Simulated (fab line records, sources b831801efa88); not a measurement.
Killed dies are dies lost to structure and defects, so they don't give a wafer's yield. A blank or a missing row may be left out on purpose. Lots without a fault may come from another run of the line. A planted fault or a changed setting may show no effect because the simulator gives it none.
fab line records | flow gf180mcu
record lots=5 wafers=15 last_day=34
route steps=602 shown M1@315 V1@335
lots that met no fault: from a run of the same line without faults
start_h: hours from the record's first day to the start of the lot's first wafer shown | wait_h: hours since the lot's step before | " the same as in the row above | L1.1+2: a row that stands for several wafers | - no value, or no start given | * or withheld: withheld | < > ~ a bound
route shown NAME@n: a module of which the file shows steps, and the number in the route of the first | usual: mean/standard deviation of fault-free wafers | same: alike in all rows | chamber/n: place in a boat | sites: the reading at each site | _std_site: their standard deviation | _edge_site: outer sites' mean less inner sites' | radius_mm: how far each site lies from the wafer's centre | mask NAME#n: copy n | behind: the tool/chamber that last shaped the wafer | hold: why the lot was held/for how many hours/how that ended | device: the transistor (n, p or np) that didn't switch | end of line: the same wafers' tests at the end of the route | a step without rows: its recipe alone | killed: dies lost to structure and defects at the first sort, not the wafer's yield | map: a wafer's dies, x killed, . not, _ none there
set.NAME: the setting as run; set.NAME@STEP: as run at that earlier step | model.NAME: the simulator's own value behind a step, which no gauge read
lots at some steps of the route; a table a step, a row a wafer
services: from which hour (start_h, from the record's first day; less than 0 if before it) a tool's chamber was out of use, for how many hours, and why
## steps
# step GF_M1_SPUTTER_00
# recipe material=Ti target_thk_nm=37.5 arriving_ion_energy_ev=80 substrate_temp_c=200 chamber_pressure_pa=2 power_w=4000 time_s=150
# usual throttle_valve_pct=29.9/1.4
# columns lot.wafer tool chamber start_h wait_h throttle_valve_pct
L074.1 pvd_sputter-01 - 365.89 0.1 31.3
L074.4 " - " " 28.6
L074.5 " - " " 28.5
L079.2 pvd_sputter-02 - 407.48 0.2 31.7
L079.3 " - " " 28.1
L079.5 " - " " 32.1
L083.2 pvd_sputter-01 - 443.32 0.1 28.8
L083.5 " - " " 31.1
L083.6 " - " " 29.9
L084.2 pvd_sputter-03 - 458.52 0.2 29.8
L084.3 " - " " 30.5
L084.6 " - " " 29.7
L095.1 pvd_sputter-02 - 546.03 0.1 32.0
L095.4 " - " " 28.1
L095.5 " - " " 31.5
# step GF_M1_SPUTTER_01
# recipe material=TiN target_thk_nm=30 power_w=6500 time_s=25 chamber_pressure_pa=0.4
# usual throttle_valve_pct=29.9/1.4
# columns lot.wafer tool chamber start_h wait_h throttle_valve_pct
L074.1 pvd_sputter-01 - 365.99 0.1 31.0
L074.4 " - " " 28.2
L074.5 " - " " 29.1
L079.2 pvd_sputter-02 - 407.58 0.1 31.4
L079.3 " - " " 28.0
L079.5 " - " " 32.1
L083.2 pvd_sputter-01 - 443.42 0.1 28.9
L083.5 " - " " 31.3
L083.6 " - " " 30.1
L084.2 pvd_sputter-03 - 458.62 0.1 29.8
L084.3 " - " " 30.3
L084.6 " - " " 29.3
L095.1 pvd_sputter-02 - 546.13 0.1 32.0
L095.4 " - " " 28.0
L095.5 " - " " 31.5
# step GF_M1_SPUTTER_02
# recipe material=AlCu target_thk_nm=450 power_w=10600 time_s=23.9 chamber_pressure_pa=0.4
# usual throttle_valve_pct=29.9/1.4
# columns lot.wafer tool chamber start_h wait_h throttle_valve_pct
L074.1 pvd_sputter-01 - 366.02 0.0 31.2
L074.4 " - " " 28.5
L074.5 " - " " 28.6
L079.2 pvd_sputter-02 - 407.61 0.0 31.8
L079.3 " - " " 28.1
L079.5 " - " " 32.1
L083.2 pvd_sputter-01 - 443.46 0.0 28.6
L083.5 " - " " 31.0
L083.6 " - " " 30.4
L084.2 pvd_sputter-03 - 458.65 0.0 29.7
L084.3 " - " " 30.3
L084.6 " - " " 29.5
L095.1 pvd_sputter-02 - 546.16 0.0 31.9
L095.4 " - " " 27.7
L095.5 " - " " 31.7
# step GF_M1_SPUTTER_03
# recipe material=Ti target_thk_nm=10 substrate_temp_c=300 chamber_pressure_pa=0.3 power_w=3000 time_s=6.7
# usual throttle_valve_pct=30.0/1.4
# columns lot.wafer tool chamber start_h wait_h throttle_valve_pct
L074.1 pvd_sputter-01 - 366.05 0.0 31.3
L074.4 " - " " 29.2
L074.5 " - " " 28.8
L079.2 pvd_sputter-02 - 407.64 0.0 31.8
L079.3 " - " " 27.9
L079.5 " - " " 32.1
L083.2 pvd_sputter-01 - 443.49 0.0 29.0
L083.5 " - " " 31.1
L083.6 " - " " 30.2
L084.2 pvd_sputter-03 - 458.68 0.0 29.7
L084.3 " - " " 30.2
L084.6 " - " " 29.9
L095.1 pvd_sputter-02 - 546.19 0.0 31.7
L095.4 " - " " 28.2
L095.5 " - " " 31.5
# step GF_M1_SPUTTER_04
# recipe material=TiN target_thk_nm=50 power_w=6500 time_s=41.7 chamber_pressure_pa=0.4
# usual throttle_valve_pct=29.9/1.4
# columns lot.wafer tool chamber start_h wait_h throttle_valve_pct
L074.1 pvd_sputter-01 - 366.07 0.0 31.1
L074.4 " - " " 28.3
L074.5 " - " " 29.2
L079.2 pvd_sputter-02 - 407.66 0.0 31.7
L079.3 " - " " 28.2
L079.5 " - " " 32.1
L083.2 pvd_sputter-01 - 443.51 0.0 28.7
L083.5 " - " " 31.3
L083.6 " - " " 29.9
L084.2 pvd_sputter-03 - 458.70 0.0 29.4
L084.3 " - " " 30.2
L084.6 " - " " 29.6
L095.1 pvd_sputter-02 - 546.21 0.0 32.2
L095.4 " - " " 28.0
L095.5 " - " " 31.7
# step GF_M1_RS_MEAS_05
# recipe thk_meas_gauge=four-point-probe reads=TiN_of_M1_SPUTTER_04+Ti_of_M1_SPUTTER_03+AlCu_of_M1_SPUTTER_02+TiN_of_M1_SPUTTER_01+Ti_of_M1_SPUTTER_00
# usual M1_ALCU_RS=0.0696/0.00053
# columns lot.wafer tool chamber start_h wait_h M1_ALCU_RS[ohm/sq]
L074.1 film_metro-02 - 366.11 0.0 0.0689
L074.4 " - " " 0.0695
L074.5 " - " " 0.0689
L079.2 film_metro-04 - 407.72 0.0 0.0705
L079.3 " - " " 0.0703
L079.5 " - " " 0.0710
L083.2 film_metro-02 - 443.57 0.0 0.0694
L083.5 " - " " 0.0697
L083.6 " - " " 0.0695
L084.2 film_metro-04 - 458.76 0.0 0.0696
L084.3 " - " " 0.0695
L084.6 " - " " 0.0697
L095.1 film_metro-02 - 546.25 0.0 0.0698
L095.4 " - " " 0.0688
L095.5 " - " " 0.0692
# step GF_M1_THK_MEAS_06
# recipe thk_meas_gauge=xrf reads=AlCu_of_M1_SPUTTER_02
# usual M1_ALCU_THK=456/3.9
# columns lot.wafer tool chamber start_h wait_h M1_ALCU_THK[nm]
L074.1 film_metro-02 - 366.23 0.1 458
L074.4 " - " " 454
L074.5 " - " " 460
L079.2 film_metro-04 - 407.83 0.1 450
L079.3 " - " " 449
L079.5 " - " " 444
L083.2 film_metro-02 - 443.68 0.1 457
L083.5 " - " " 454
L083.6 " - " " 456
L084.2 film_metro-04 - 458.87 0.1 458
L084.3 " - " " 460
L084.6 " - " " 456
L095.1 film_metro-02 - 546.37 0.1 457
L095.4 " - " " 463
L095.5 " - " " 457
# step GF_M1_DEHYDRATE_07
# recipe temp_c=200 time_s=60
# columns lot.wafer tool chamber start_h wait_h
L074.1+4+5 litho_track-04 0 377.27 11.0
L079.2+3+5 litho_track-01 0 419.13 11.3
L083.2+5+6 litho_track-04 0 455.60 11.9
L084.2+3+6 litho_track-01 0 470.68 11.8
L095.1+4+5 litho_track-01 0 557.00 10.6
# step GF_M1_HMDS_08
# recipe prime_time_s=60 prime_temp_c=120
# columns lot.wafer tool chamber start_h wait_h
L074.1+4+5 litho_track-04 0 377.42 0.1
L079.2+3+5 litho_track-01 0 419.28 0.1
L083.2+5+6 litho_track-04 0 455.75 0.1
L084.2+3+6 litho_track-01 0 470.83 0.1
L095.1+4+5 litho_track-01 0 557.15 0.1
# step GF_M1_COAT_09
# recipe resist=KrF spin_rpm=withheld resist_thk_nm=1000
# columns lot.wafer tool chamber start_h wait_h
L074.1+4+5 litho_track-04 0 377.57 0.1
L079.2+3+5 litho_track-01 0 419.43 0.1
L083.2+5+6 litho_track-04 0 455.90 0.1
L084.2+3+6 litho_track-01 0 470.98 0.1
L095.1+4+5 litho_track-01 0 557.30 0.1
# step GF_M1_SOFTBAKE_10
# recipe temp_c=130 time_s=60 resist=KrF
# columns lot.wafer tool chamber start_h wait_h
L074.1+4+5 litho_track-04 0 377.72 0.1
L079.2+3+5 litho_track-01 0 419.58 0.1
L083.2+5+6 litho_track-04 0 456.05 0.1
L084.2+3+6 litho_track-01 0 471.13 0.1
L095.1+4+5 litho_track-01 0 557.45 0.1
# step GF_M1_EXPOSE_11
# recipe mask_id=Metal1 target_cd_nm=230 na=0.68 source_shape=conventional sigma_outer=0.6 dose_mj=28
# usual reticle_temp_C=23.02/0.1
# columns lot.wafer tool chamber start_h wait_h mask reticle_temp_C
L074.1 krf_scanner-01 0 - - Metal1#0 22.99
L074.4 " 0 " " Metal1#0 22.97
L074.5 " 0 " " Metal1#0 22.97
L079.2 krf_scanner-01 0 - - Metal1#0 23.17
L079.3 " 0 " " Metal1#0 23.00
L079.5 " 0 " " Metal1#0 23.11
L083.2 krf_scanner-02 0 - - Metal1#0 22.78
L083.5 " 0 " " Metal1#0 23.05
L083.6 " 0 " " Metal1#0 22.91
L084.2 krf_scanner-02 0 - - Metal1#0 23.14
L084.3 " 0 " " Metal1#0 23.10
L084.6 " 0 " " Metal1#0 23.16
L095.1 krf_scanner-02 0 - - Metal1#0 22.98
L095.4 " 0 " " Metal1#0 23.04
L095.5 " 0 " " Metal1#0 22.88
# step GF_M1_PEB_12
# recipe peb_temp_c=135 peb_time_s=90 resist=KrF
# same peb_time_s=90
# columns lot.wafer tool chamber start_h wait_h
L074.1+4+5 litho_track-04 0 - -
L079.2+3+5 litho_track-01 0 - -
L083.2+5+6 litho_track-03 0 - -
L084.2+3+6 litho_track-01 0 - -
L095.1+4+5 litho_track-04 0 - -
# step GF_M1_DEVELOP_13
# recipe develop_time_s=60 dev_temp_c=21
# columns lot.wafer tool chamber start_h wait_h
L074.1+4+5 litho_track-04 0 388.62 0.2
L079.2+3+5 litho_track-01 0 432.23 0.2
L083.2+5+6 litho_track-03 0 467.63 0.2
L084.2+3+6 litho_track-01 0 483.08 0.2
L095.1+4+5 litho_track-04 0 567.77 0.2
# step GF_M1_CD_MEAS_14
# recipe target_cd_nm=230
# usual cd_nm=230.0/1.1
# columns lot.wafer tool chamber start_h wait_h cd_nm
L074.1 cd_sem-01 - 388.77 0.1 229.7
L074.4 " - " " 228.8
L074.5 " - " " 231.0
L079.2 cd_sem-01 - 432.38 0.1 229.7
L079.3 " - " " 229.5
L079.5 " - " " 229.5
L083.2 cd_sem-01 - 467.77 0.1 230.7
L083.5 " - " " 229.9
L083.6 " - " " 229.6
L084.2 cd_sem-02 - 483.23 0.1 230.7
L084.3 " - " " 230.3
L084.6 " - " " 230.1
L095.1 cd_sem-02 - 567.92 0.1 229.0
L095.4 " - " " 228.3
L095.5 " - " " 228.6
# step GF_M1_OVL_MEAS_15
# usual M1_OVL=0/5.9
# columns lot.wafer tool chamber start_h wait_h M1_OVL[nm]
L074.1 overlay-01 - 388.89 0.1 -1
L074.4 " - " " 1
L074.5 " - " " 6
L079.2 overlay-01 - 432.49 0.1 -12
L079.3 " - " " -11
L079.5 " - " " -18
L083.2 overlay-01 - 467.88 0.1 -6
L083.5 " - " " -5
L083.6 " - " " -5
L084.2 overlay-01 - 483.33 0.1 -3
L084.3 " - " " -1
L084.6 " - " " -4
L095.1 overlay-02 - 568.04 0.1 8
L095.4 " - " " 2
L095.5 " - " " 2
# step GF_M1_METAL_ETCH_16
# recipe chemistry=Cl2/BCl3 mask_material=KrF target_depth_nm=750.8 stop_on=SiO2 pressure_mtorr=8 icp_w=800 bias_w=140 Cl2_flow_sccm=80 bcl3_flow_sccm=40 time_s=125.1
# usual drypump_motor_current_A=5.7/0.67 oes_product_au=0.988/0.0069 throttle_valve_pct=28.232/0.011
# columns lot.wafer tool chamber start_h wait_h drypump_motor_current_A oes_product_au rf_hours_counter_h throttle_valve_pct
L074.1 rie_metal-03 0 388.93 0.0 4.9 0.988 10 28.226
L074.4 " 0 " " 4.9 0.988 - 28.248
L074.5 " 1 " " 6.5 0.992 - 28.214
L079.2 rie_metal-03 0 432.52 0.0 4.9 0.989 11 28.232
L079.3 " 1 " " 6.5 0.993 - 28.219
L079.5 " 1 " " 6.5 0.995 - 28.242
L083.2 rie_metal-01 0 467.91 0.0 5.2 0.983 11 28.224
L083.5 " 0 " " 5.2 0.984 - 28.241
L083.6 " 1 " " 5.3 0.989 - 28.226
L084.2 rie_metal-01 1 483.36 0.0 5.4 0.995 0 28.222
L084.3 " 0 " " 5.2 0.989 - 28.240
L084.6 " 0 " " 5.2 0.994 - 28.230
L095.1 rie_metal-04 1 568.08 0.0 6.3 0.993 14 28.223
L095.4 " 0 " " 5.2 0.981 - 28.233
L095.5 " 0 " " 5.2 0.985 - 28.222
# step GF_M1_STRIP_17
# recipe chemistry=O2/N2 power_w=1400 pressure_mtorr=1500 platen_temp_c=250 o2_flow_sccm=3000 n2_flow_sccm=300 overash_fraction=0.5
# usual drypump_motor_current_A=6.0/0.61 heater_power_w=337/22 oes_product_au=0.538/0.0053 strip_time_to_endpoint_s=7.39/0.057
# columns lot.wafer tool chamber start_h wait_h drypump_motor_current_A heater_power_w oes_product_au rf_hours_counter_h strip_time_to_endpoint_s
L074.1 plasma_asher-02 1 389.10 0.1 6.2 357 0.537 75 7.34
L074.4 " 1 " " 6.2 350 0.534 - 7.35
L074.5 " 1 " " 6.2 351 0.529 - 7.27
L079.2 plasma_asher-02 1 432.65 0.1 6.2 359 0.538 0 7.41
L079.3 " 0 " " 5.6 320 0.532 - 7.35
L079.5 " 1 " " 6.2 350 0.535 - 7.32
L083.2 plasma_asher-03 0 468.04 0.1 6.6 364 0.544 78 7.45
L083.5 " 0 " " 6.7 358 0.540 - 7.42
L083.6 " 1 " " 6.0 298 0.538 - 7.37
L084.2 plasma_asher-04 0 483.49 0.1 6.7 328 0.536 38 7.30
L084.3 " 1 " " 4.7 364 0.543 - 7.39
L084.6 " 0 " " 6.7 324 0.533 - 7.40
L095.1 plasma_asher-02 1 568.21 0.1 6.2 344 0.534 15 7.36
L095.4 " 1 " " 6.2 342 0.534 - 7.40
L095.5 " 0 " " 5.6 312 0.548 - 7.43
# step GF_M1_STRIP_18
# recipe chemistry=post_etch_residue_remover time_s=1200 temp_c=72.5
# usual temp_c=72.47/0.13
# columns lot.wafer tool chamber start_h wait_h temp_c
L074.1 wet_bench-02 3 389.20 0.1 72.46
L074.4 " 3 " " 72.48
L074.5 " 3 " " 72.55
L079.2 wet_bench-01 3 432.75 0.1 72.28
L079.3 " 3 " " 72.38
L079.5 " 3 " " 72.37
L083.2 wet_bench-02 1 468.14 0.1 72.68
L083.5 " 1 " " 72.51
L083.6 " 1 " " 72.69
L084.2 wet_bench-02 0 483.59 0.1 72.40
L084.3 " 0 " " 72.45
L084.6 " 0 " " 72.57
L095.1 wet_bench-02 2 568.31 0.1 72.65
L095.4 " 2 " " 72.59
L095.5 " 2 " " 72.57
# step GF_M1_CLEAN_19
# recipe chemistry=DIW dry=n2_spin
# columns lot.wafer tool chamber start_h wait_h
L074.1+4+5 wet_bench-01 0 389.58 0.0
L079.2+3+5 wet_bench-02 2 433.12 0.0
L083.2+5+6 wet_bench-01 1 468.51 0.0
L084.2+3+6 wet_bench-01 1 484.27 0.0
L095.1+4+5 wet_bench-01 0 568.65 0.0
# step GF_V1_CVD_00
# recipe material=SiO2 target_thk_nm=600 sigma_open_frac=0.3 temp_c=400 time_s=100 sih4_flow_sccm=62.75 pressure_mtorr=6
# columns lot.wafer tool chamber start_h wait_h
L074.1+4+5 hdpcvd-01 2,2,1 389.67 0.0
L079.2+3+5 hdpcvd-02 2,0,2 433.21 0.0
L083.2+5+6 hdpcvd-02 1,0,1 468.60 0.0
L084.2+3+6 hdpcvd-02 2,1,1 484.37 0.0
L095.1+4+5 hdpcvd-01 1,2,0 568.74 0.0
# step GF_V1_THK_MEAS_01
# recipe reads=SiO2_of_V1_CVD_00
# usual V1_CVD_00_THK=630/7.1
# columns lot.wafer tool chamber start_h wait_h V1_CVD_00_THK[nm]
L074.1 film_metro-01 - 389.74 0.0 622
L074.4 " - " " 624
L074.5 " - " " 630
L079.2 film_metro-01 - 433.29 0.0 637
L079.3 " - " " 620
L079.5 " - " " 635
L083.2 film_metro-02 - 468.68 0.0 631
L083.5 " - " " 624
L083.6 " - " " 641
L084.2 film_metro-01 - 484.45 0.0 633
L084.3 " - " " 637
L084.6 " - " " 637
L095.1 film_metro-01 - 568.81 0.0 640
L095.4 " - " " 624
L095.5 " - " " 631
# step GF_V1_CVD_02
# recipe material=SiO2 target_thk_nm=850 precursor=TEOS temp_c=400 time_s=94.851 rf_w=600
# usual heater_power_w=616/80
# columns lot.wafer tool chamber start_h wait_h heater_power_w
L074.1 pecvd-03 1 389.80 0.1 627
L074.4 " 2 " " 440
L074.5 " 1 " " 658
L079.2 pecvd-04 0 433.34 0.0 717
L079.3 " 1 " " 664
L079.5 " 1 " " 668
L083.2 pecvd-03 0 468.73 0.0 624
L083.5 " 2 " " 549
L083.6 " 1 " " 677
L084.2 pecvd-01 1 484.50 0.0 730
L084.3 " 2 " " 652
L084.6 " 0 " " 624
L095.1 pecvd-04 1 568.87 0.1 605
L095.4 " 2 " " 590
L095.5 " 1 " " 631
# step GF_V1_THK_MEAS_03
# recipe reads=SiO2_of_V1_CVD_02
# usual V1_CVD_02_THK=851/12
# columns lot.wafer tool chamber start_h wait_h V1_CVD_02_THK[nm]
L074.1 film_metro-04 - 389.87 0.0 860
L074.4 " - " " 852
L074.5 " - " " 868
L079.2 film_metro-04 - 433.42 0.0 833
L079.3 " - " " 843
L079.5 " - " " 856
L083.2 film_metro-01 - 468.81 0.0 851
L083.5 " - " " 865
L083.6 " - " " 861
L084.2 film_metro-02 - 484.58 0.0 840
L084.3 " - " " 846
L084.6 " - " " 846
L095.1 film_metro-02 - 568.94 0.0 829
L095.4 " - " " 850
L095.5 " - " " 853
# step GF_V1_CMP_04
# recipe material=SiO2 down_force_psi=4 platen_rpm=60 pad_velocity_m_s=0.94248
# usual motor_current_A=11.8/1.1 time_to_endpoint_s=82/5.5
# columns lot.wafer tool chamber start_h wait_h motor_current_A time_to_endpoint_s
L074.4 cmp-02 2 389.98 0.1 11.9 77
L074.1 " 3 " " 11.8 83
L074.5 " 1 " " 11.5 87
L079.3 cmp-01 1 433.52 0.1 12.5 77
L079.2 " 3 " " 13.9 75
L079.5 " 1 " " 12.7 82
L083.2 cmp-02 3 468.86 0.0 12.3 80
L083.6 " 3 " " 11.6 82
L083.5 " 0 " " 11.1 78
L084.3 cmp-01 2 484.63 0.0 10.5 82
L084.2 " 0 " " 11.3 84
L084.6 " 3 " " 13.7 78
L095.1 cmp-01 2 569.10 0.1 10.6 76
L095.4 " 3 " " 13.8 77
L095.5 " 0 " " 11.6 83
# step GF_V1_BOW_MEAS_05
# recipe mode=bow
# usual V1_BOW=83/8.2
# columns lot.wafer tool chamber start_h wait_h V1_BOW[um]
L074.1 film_metro-04 - 390.23 0.1 83
L074.4 " - " " 89
L074.5 " - " " 78
L079.2 film_metro-02 - 433.79 0.1 80
L079.3 " - " " 67
L079.5 " - " " 78
L083.2 film_metro-01 - 469.18 0.3 87
L083.5 " - " " 76
L083.6 " - " " 80
L084.2 film_metro-02 - 484.95 0.2 76
L084.3 " - " " 91
L084.6 " - " " 98
L095.1 film_metro-02 - 569.30 0.1 88
L095.4 " - " " 77
L095.5 " - " " 85
# step GF_V1_DEHYDRATE_06
# recipe temp_c=200 time_s=60
# columns lot.wafer tool chamber start_h wait_h
L074.1+4+5 litho_track-03 0 401.75 11.5
L079.2+3+5 litho_track-02 0 445.12 11.3
L083.2+5+6 litho_track-02 0 481.17 12.0
L084.2+3+6 litho_track-04 0 495.45 10.5
L095.1+4+5 litho_track-02 0 579.99 10.7
# step GF_V1_HMDS_07
# recipe prime_time_s=60 prime_temp_c=120
# columns lot.wafer tool chamber start_h wait_h
L074.1+4+5 litho_track-03 0 401.90 0.1
L079.2+3+5 litho_track-02 0 445.27 0.1
L083.2+5+6 litho_track-02 0 481.32 0.1
L084.2+3+6 litho_track-04 0 495.60 0.1
L095.1+4+5 litho_track-02 0 580.14 0.1
# step GF_V1_COAT_08
# recipe resist=BARC temp_c=withheld time_s=withheld spin_rpm=withheld resist_thk_nm=withheld
# columns lot.wafer tool chamber start_h wait_h
L074.1+4+5 litho_track-03 0 402.05 0.1
L079.2+3+5 litho_track-02 0 445.42 0.1
L083.2+5+6 litho_track-02 0 481.47 0.1
L084.2+3+6 litho_track-04 0 495.75 0.1
L095.1+4+5 litho_track-02 0 580.29 0.1
# step GF_V1_COAT_09
# recipe resist=KrF spin_rpm=withheld resist_thk_nm=1000
# columns lot.wafer tool chamber start_h wait_h
L074.1+4+5 litho_track-03 0 - -
L079.2+3+5 litho_track-02 0 - -
L083.2+5+6 litho_track-02 0 - -
L084.2+3+6 litho_track-04 0 - -
L095.1+4+5 litho_track-02 0 - -
# step GF_V1_SOFTBAKE_10
# recipe temp_c=130 time_s=60 resist=KrF
# columns lot.wafer tool chamber start_h wait_h
L074.1+4+5 litho_track-03 0 - -
L079.2+3+5 litho_track-02 0 - -
L083.2+5+6 litho_track-02 0 - -
L084.2+3+6 litho_track-04 0 - -
L095.1+4+5 litho_track-02 0 - -
# step GF_V1_EXPOSE_11
# recipe mask_id=Via1 target_cd_nm=260 na=0.68 source_shape=conventional sigma_outer=0.6 dose_mj=38
# usual reticle_temp_C=23.00/0.091
# columns lot.wafer tool chamber start_h wait_h mask reticle_temp_C
L074.1 krf_scanner-01 0 - - Via1#0 23.05
L074.4 " 0 " " Via1#0 23.01
L074.5 " 0 " " Via1#0 23.12
L079.2 krf_scanner-01 0 - - Via1#0 23.12
L079.3 " 0 " " Via1#0 23.02
L079.5 " 0 " " Via1#0 23.04
L083.2 krf_scanner-02 0 - - Via1#0 22.96
L083.5 " 0 " " Via1#0 23.00
L083.6 " 0 " " Via1#0 23.08
L084.2 krf_scanner-02 0 - - Via1#0 23.12
L084.3 " 0 " " Via1#0 23.05
L084.6 " 0 " " Via1#0 23.11
L095.1 krf_scanner-01 0 - - Via1#0 22.91
L095.4 " 0 " " Via1#0 22.87
L095.5 " 0 " " Via1#0 22.80
# step GF_V1_PEB_12
# recipe peb_temp_c=135 peb_time_s=90 resist=KrF
# same peb_time_s=90
# columns lot.wafer tool chamber start_h wait_h
L074.1+4+5 litho_track-02 0 - -
L079.2+3+5 litho_track-04 0 - -
L083.2+5+6 litho_track-02 0 - -
L084.2+3+6 litho_track-02 0 - -
L095.1+4+5 litho_track-04 0 - -
# step GF_V1_DEVELOP_13
# recipe develop_time_s=60 resist=KrF dev_temp_c=21
# columns lot.wafer tool chamber start_h wait_h
L074.1+4+5 litho_track-02 0 413.34 0.2
L079.2+3+5 litho_track-04 0 457.65 0.2
L083.2+5+6 litho_track-02 0 492.92 0.2
L084.2+3+6 litho_track-02 0 508.17 0.2
L095.1+4+5 litho_track-04 0 590.62 0.2
# step GF_V1_CD_MEAS_14
# recipe target_cd_nm=260
# usual cd_nm=260.2/1.5
# columns lot.wafer tool chamber start_h wait_h cd_nm
L074.1 cd_sem-01 - 413.49 0.1 261.3
L074.4 " - " " 260.0
L074.5 " - " " 260.9
L079.2 cd_sem-01 - 457.79 0.1 259.1
L079.3 " - " " 258.9
L079.5 " - " " 258.8
L083.2 cd_sem-01 - 493.06 0.1 259.1
L083.5 " - " " 257.8
L083.6 " - " " 257.3
L084.2 cd_sem-01 - 508.31 0.1 262.3
L084.3 " - " " 262.5
L084.6 " - " " 263.1
L095.1 cd_sem-01 - 590.77 0.1 260.3
L095.4 " - " " 260.5
L095.5 " - " " 260.9
# step GF_V1_OVL_MEAS_15
# usual V1_OVL=-1/6.8
# columns lot.wafer tool chamber start_h wait_h V1_OVL[nm]
L074.1 overlay-02 - 413.61 0.1 4
L074.4 " - " " 7
L074.5 " - " " 9
L079.2 overlay-01 - 457.90 0.1 1
L079.3 " - " " -3
L079.5 " - " " -5
L083.2 overlay-02 - 493.17 0.1 0
L083.5 " - " " -6
L083.6 " - " " -5
L084.2 overlay-01 - 508.42 0.1 1
L084.3 " - " " -9
L084.6 " - " " -2
L095.1 overlay-01 - 590.89 0.1 -6
L095.4 " - " " -4
L095.5 " - " " -7
# step GF_V1_ETCH_16
# recipe chemistry=N2/H2 target_depth_a=withheld overetch_a=withheld time_s=withheld target=BARC ion_energy_ev=200 source_w=500 bias_w=100 pressure_mtorr=30 n2_flow_sccm=100 h2_flow_sccm=200
# usual drypump_motor_current_A=5.5/0.47 oes_product_au=0.855/0.0046 throttle_valve_pct=13.224/0.0087
# columns lot.wafer tool chamber start_h wait_h drypump_motor_current_A oes_product_au throttle_valve_pct
L074.1 rie_diel-04 1 413.65 0.0 5.6 0.860 13.196
L074.4 " 0 " " 5.1 0.861 13.216
L074.5 " 1 " " 5.6 0.855 13.234
L079.2 rie_diel-03 0 457.93 0.0 5.4 0.848 13.225
L079.3 " 2 " " 4.9 0.854 13.221
L079.5 " 0 " " 5.5 0.858 13.222
L083.2 rie_diel-02 2 493.20 0.0 5.1 0.849 13.242
L083.5 " 2 " " 5.1 0.851 13.219
L083.6 " 1 " " 5.7 0.854 13.231
L084.2 rie_diel-03 1 508.45 0.0 5.4 0.852 13.213
L084.3 " 3 " " 5.2 0.850 13.228
L084.6 " 3 " " 5.2 0.856 13.210
L095.1 rie_diel-03 3 590.93 0.0 5.2 0.863 13.223
L095.4 " 0 " " 5.4 0.863 13.227
L095.5 " 2 " " 4.9 0.861 13.228
# step GF_V1_ETCH_17
# recipe chemistry=C4F8/O2/Ar mask_material=KrF target=SiO2 stop_on=TiN source_w=1500 bias_w=1200 pressure_mtorr=40 c4f8_flow_sccm=withheld O2_flow_sccm=6 Ar_flow_sccm=300 time_s=withheld target_depth_a=6300
# usual oes_product_au=0.856/0.0046
# columns lot.wafer tool chamber start_h wait_h oes_product_au
L074.1 rie_diel-04 1 - - 0.858
L074.4 " 0 " " 0.854
L074.5 " 1 " " 0.845
L079.2 rie_diel-03 0 - - 0.855
L079.3 " 2 " " 0.862
L079.5 " 0 " " 0.858
L083.2 rie_diel-02 2 - - 0.855
L083.5 " 2 " " 0.854
L083.6 " 1 " " 0.861
L084.2 rie_diel-03 1 - - 0.854
L084.3 " 3 " " 0.855
L084.6 " 3 " " 0.861
L095.1 rie_diel-03 3 - - 0.863
L095.4 " 0 " " 0.863
L095.5 " 2 " " 0.850
# step GF_V1_STRIP_18
# recipe chemistry=O2/N2 power_w=1357 pressure_mtorr=1500 platen_temp_c=250 o2_flow_sccm=3000 n2_flow_sccm=300 overash_fraction=0.5
# usual drypump_motor_current_A=6.0/0.36 heater_power_w=325/24 oes_product_au=0.592/0.0048
# columns lot.wafer tool chamber start_h wait_h drypump_motor_current_A heater_power_w oes_product_au rf_hours_counter_h
L074.1 plasma_asher-02 0 413.78 - 5.6 312 0.586 79
L074.4 " 1 " " 6.2 352 0.600 -
L074.5 " 0 " " 5.6 309 0.591 -
L079.2 plasma_asher-01 0 458.06 - 5.6 303 0.593 67
L079.3 " 0 " " 5.6 297 0.595 -
L079.5 " 0 " " 5.6 296 0.588 -
L083.2 plasma_asher-03 0 493.33 - 6.7 356 0.593 81
L083.5 " 0 " " 6.6 360 0.597 -
L083.6 " 1 " " 6.0 311 0.596 -
L084.2 plasma_asher-02 1 508.58 - 6.2 354 0.600 8
L084.3 " 1 " " 6.2 341 0.592 -
L084.6 " 1 " " 6.2 346 0.599 -
L095.1 plasma_asher-01 1 591.06 - 5.9 315 0.594 81
L095.4 " 1 " " 5.9 307 0.585 -
L095.5 " 0 " " 5.6 296 0.584 -
# step GF_V1_STRIP_19
# recipe chemistry=post_etch_residue_remover time_s=1200 temp_c=72.5
# usual temp_c=72.50/0.12
# columns lot.wafer tool chamber start_h wait_h temp_c
L074.1 wet_bench-02 1 413.88 0.1 72.56
L074.4 " 1 " " 72.66
L074.5 " 1 " " 72.49
L079.2 wet_bench-03 1 458.16 0.1 72.51
L079.3 " 1 " " 72.43
L079.5 " 1 " " 72.32
L083.2 wet_bench-02 1 493.43 0.1 72.59
L083.5 " 1 " " 72.38
L083.6 " 1 " " 72.52
L084.2 wet_bench-03 2 508.68 0.1 72.53
L084.3 " 2 " " 72.50
L084.6 " 2 " " 72.50
L095.1 wet_bench-02 1 591.16 0.1 72.44
L095.4 " 1 " " 72.43
L095.5 " 1 " " 72.45
# step GF_V1_CLEAN_20
# recipe chemistry=DIW dry=n2_spin
# columns lot.wafer tool chamber start_h wait_h
L074.1+4+5 wet_bench-04 2 414.22 0.0
L079.2+3+5 wet_bench-04 0 458.50 0.0
L083.2+5+6 wet_bench-04 0 493.77 0.0
L084.2+3+6 wet_bench-02 2 509.02 0.0
L095.1+4+5 wet_bench-03 1 591.53 0.0
## services
# columns tool chamber start_h hours kind
krf_scanner-02 - 357.03 3.6 pm
krf_scanner-02 - 379.91 0.8 pm
rie_diel-03 - 391.09 0.6 repair
rie_diel-03 3 401.20 10.3 repair
cmp-01 - 404.00 4.0 pm
pvd_sputter-02 - 404.45 2.6 repair
krf_scanner-01 - 407.49 0.3 repair
plasma_asher-02 - 421.25 9.0 pm
krf_scanner-01 - 447.13 1.0 pm
krf_scanner-02 - 449.71 1.4 repair
krf_scanner-01 - 451.58 31.9 repair
krf_scanner-02 - 458.60 2.1 repair
krf_scanner-02 - 479.43 1.3 pm
krf_scanner-02 - 483.47 1.0 pm
rie_diel-03 0 484.14 17.0 repair
rie_diel-03 1 491.33 12.3 repair
krf_scanner-01 - 504.11 1.3 pm
krf_scanner-01 - 509.31 0.8 pm
wet_bench-01 - 518.63 2.4 repair
pvd_sputter-01 - 540.42 8.2 repair
pvd_sputter-02 - 547.18 3.6 repair
krf_scanner-02 - 548.71 0.8 pm
wet_bench-02 - 575.09 5.1 repair
krf_scanner-01 - 589.16 4.0 pm
## key
fault none
